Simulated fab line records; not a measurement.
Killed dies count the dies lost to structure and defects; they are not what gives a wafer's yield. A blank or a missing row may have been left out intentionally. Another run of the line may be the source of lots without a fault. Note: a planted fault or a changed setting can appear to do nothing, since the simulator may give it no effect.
Chamber matching	flow gf180mcu	4 sister chambers for GF_CONTACT_CMP_27 on cmp-01
The step polishes, stops on SiO2, t overpolish 15 s, target thk 0 nm. 8 wafers are shown with their chamber, then 8 later ones without.

## WAFERS, EACH WITH ITS CHAMBER
wafer	chamber	motor current A (A)	time to endpoint s (s)
L856.5	1	11.9	71.6
L861.2	2	11.2	73.2
L861.4	3	13.4	74.9
L861.6	1	12.2	65.8
L866.1	3	12.5	73.8
L866.4	2	10.5	74.6
L866.6	0	10.6	75.4
L871.2	0	10.8	75.2

## WAFERS WHOSE CHAMBER IS MISSING
wafer	motor current A (A)	time to endpoint s (s)
L871.3	11.0	71.9
L871.4	11.2	69.8
L876.2	13.1	70.4
L876.3	10.7	72.0
L876.6	12.9	71.5
L877.3	11.1	73.1
L877.5	11.0	74.7
L877.6	12.7	75.8

## CHAMBER TAKEN BY EACH
wafer	from the rows above	in truth
L871.3	can't be placed: 2 or 0 or 1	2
L871.4	can't be placed: 1 or 2 or 0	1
L876.2	can't be placed: 3 or 1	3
L876.3	can't be placed: 2 or 0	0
L876.6	can't be placed: 3 or 1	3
L877.3	can't be placed: 2 or 0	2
L877.5	can't be placed: 2 or 0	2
L877.6	3	3
1 of 8 placed correctly. Cannot be placed on the basis of these rows: 7; the candidates contain the true chamber in 7. Wrongly placed: 0.
How it was worked out, from the rows above alone: a wafer's distance from a chamber is the root of the sum, over the readings, of the square of ((its reading less the chamber's mean) divided by the reading's scatter). The wafer belongs to the nearest chamber; if the next one is less than 2 further off, it can't be placed. Each chamber's mean is taken over the wafers shown for it. The scatter is the square root of a quotient: the sum, over the shown wafers, of each reading's squared deviation from its chamber's mean, divided by wafers minus chambers.
